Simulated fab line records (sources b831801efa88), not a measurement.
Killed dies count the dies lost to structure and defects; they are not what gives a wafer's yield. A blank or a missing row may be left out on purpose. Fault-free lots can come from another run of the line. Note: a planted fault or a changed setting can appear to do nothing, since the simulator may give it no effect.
Problem report in the 8D (eight disciplines) form, filled by code    flow gf180mcu    the parts of the form that need people (team, actions taken, sign-off) are left out

## 1. WHAT IS WRONG
Mean CONTACT_W_RS at GF_CONTACT_RS_MEAS_25: 0.263 ohm/sq over 3 wafers in 2 lots; fault-free wafers: 0.383 ohm/sq, standard deviation 0.0035. That is -34 standard deviations from the usual mean.
The step: measures by four-point-probe.
The first sign was on wafer L416.4 at day 19 04:19, on filmMetro-04. Wafers with a number at this step in the record: 36, from 12 lots. Rule for "out" (also "out of limits"): further than 4 standard deviations from the usual mean. All remaining wafers that have a number are taken as sound.

## 2. WHAT IT IS AND WHAT IT IS NOT
question                     is                          is not
which readings at this step  CONTACT_W_RS                -
which lots                   L416, L417                  L408, L410, L411, L412, L413, L424, L425, L429, L430, L431
which wafers of those lots   L416.4, L416.6, L417.2      L416.5, L417.1, L417.5
read on which gauges         filmMetro-03, filmMetro-04  filmMetro-02
when                         from day 19 04:19           up to then (16 sound wafers); but 17 sound wafers of L417, L424, L425, L429, L430, L431 came after

## 3. WHAT RULES OUT EACH SUSPECT
Counting: if a tool at a process step up to the reading ran every lot that is out, it stays a suspect. Sound lots after the first of them don't rule it out here, since some wafers of a struck lot are sound.
- the gauge at GF_CONTACT_RS_MEAS_25 has been ruled out. 2 gauges (filmMetro-03, filmMetro-04) read the wafers that are out.
- cvdW-02 at GF_CONTACT_CVD_24 (deposits W, target thk 300 nm, time 90.339 s): kept. It ran every lot that is out, first L416 (day 19 04:12); its last sound lot up to then is L413 (day 18 02:25).
The count leaves cvdW-02 at GF_CONTACT_CVD_24.

## 4. THE CAUSE (what the simulator had put in)
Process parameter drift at GF_CONTACT_CVD_24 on cvdW-02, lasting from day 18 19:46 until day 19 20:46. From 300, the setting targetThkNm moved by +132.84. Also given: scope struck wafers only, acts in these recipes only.
This tool alone remained once counting was done.

## 5. THE CHAIN OF EFFECTS, in route order
Each row: a reading where the mean over the struck wafers with a number is more than 3 standard deviations away from the usual. Scope: only readings with a usual standard deviation given in the record; hours: median across lots of the time from each lot's start at the first step in this table that gives one to its start at this step; sigmas: change in usual standard deviations.
hours  step                    reading          usual         on struck wafers  change  sigmas
0      GF_CONTACT_RS_MEAS_25   CONTACT_W_RS     0.383 ohm/sq  0.263             -0.120  -34
0      GF_CONTACT_THK_MEAS_26  CONTACT_W_THK    307 nm        447               +140    +40
0      GF_CONTACT_CMP_27       timeToEndpointS  74.2 s        107.5             +33.3   +11
Here are the process steps it includes:
- GF_CONTACT_CMP_27: polishes, stops on SiO2, t overpolish 15 s, target thk 0 nm.

## 6. HOW IT WOULD HAVE BEEN CAUGHT EARLIER
Counted from the fault's start at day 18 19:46, it took 9 hours until the first out-of-limits reading at a measuring or inspecting step in this record, taken at day 19 04:19.
Of the tool readings at GF_CONTACT_CVD_24 for which the record gives a usual standard deviation, none was out on any struck wafer, so an alarm limit of 4 standard deviations on them would not have fired.
Of the lots that are out (2), L417 began GF_CONTACT_CVD_24 on cvdW-02 after day 19 04:19. Holding the tool at that time would have saved it.
